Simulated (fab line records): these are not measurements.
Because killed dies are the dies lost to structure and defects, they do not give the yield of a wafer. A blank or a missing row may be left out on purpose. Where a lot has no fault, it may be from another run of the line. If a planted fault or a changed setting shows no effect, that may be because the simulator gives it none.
2 desks, one fault | flow gf180mcu | each desk holds nothing but its own numbers, with what lay behind them at the end

## AT THE METROLOGY DESK
Means of the sampled wafers that have a number, per lot and without regard to the tool the lot ran on: this is what the gauges read. If a lot's mean is further than 4 standard deviations from the usual mean, the lot is out of limits and carries the mark OUT (the distance appears in the brackets).
Columns: A = MVSD_TW at GF_MVSD_TW_MEAS_11, usual 1574; B = VT_IMPLANT_03_OVL at GF_VT_IMPLANT_OVL_MEAS_40, usual 0.1 nm; C = cdNm at GF_POLY_GATE_CD_MEAS_10, usual 280.1 nm
lot  | first seen here | A    | B    | C
L138 | day 4 12:07     | 1583 | 1.6  | 279.4
L139 | day 4 17:50     | 1576 | -0.5 | 281.1
L140 | day 4 21:52     | 1579 | -1.2 | 279.2
L141 | day 5 05:00     | 1591 | 1.2  | 280.1
L143 | day 5 16:34     | 1551 | -0.3 | 280.5
L144 | day 5 22:11     | 1591 | 1.6  | 279.5
L145 | day 6 01:59     | 1581 | 0.3  | 279.8
L146 | day 6 11:54     | 1583 | 0.1  | 279.7
L148 | day 6 21:59     | 1549 | -0.8 | 281.2
L149 | day 7 04:35     | 1582 | -1.0 | 280.0
L156 | day 8 18:05     | 1596 | -1.0 | 279.9
L157 | day 9 01:27     | 1555 | -0.4 | 280.0
L158 | day 9 06:44     | 1552 | 1.1  | 279.4
L161 | day 10 00:28    | 1559 | 0.6  | 281.5
This desk found nothing out of limits on any of the 14 lots.

## FOR THE TOOL OWNER'S DESK: implanter-04
GF_VT_IMPLANT_IMPLANT_19, tool's own readings: per-lot mean of the sampled wafers with a number, covering each lot this tool ran. If a lot's mean is further than 4 standard deviations from the usual mean, the lot is out of limits and carries the mark OUT (the distance appears in the brackets).
Columns: A = doseIonsCm2 at GF_VT_IMPLANT_IMPLANT_19, usual 4.35e+12
lot  | first seen here | A
L141 | day 7 02:04     | 4.35e+12
L145 | day 8 01:11     | 4.35e+12
L156 | day 10 23:03    | 4.17e+12 (-40) OUT
L157 | day 11 05:18    | 4.17e+12 (-40) OUT
This desk's verdict: out of limits on L156, L157, starting with L156 at day 10 23:03 (doseIonsCm2 at GF_VT_IMPLANT_IMPLANT_19). L141, L145 stayed within limits.

## ALL TOGETHER
The tool owner's desk had the chance to raise an alarm at day 10 23:03 on L156, L157.
The metrology desk saw nothing out of limits.
The metrology desk holds a record of L156, L157, inside its limits.
Of the lots named, all ran GF_VT_IMPLANT_IMPLANT_19 on implanter-04.

## WHAT THE SIMULATOR PUT IN
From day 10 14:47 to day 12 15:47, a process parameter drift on implanter-04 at GF_VT_IMPLANT_IMPLANT_19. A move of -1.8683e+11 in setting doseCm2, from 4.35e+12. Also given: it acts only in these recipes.
Shown lots that were struck: L156, L157.
Hours from the fault's start to each desk's first reading out of limits: the tool owner's desk, 8.
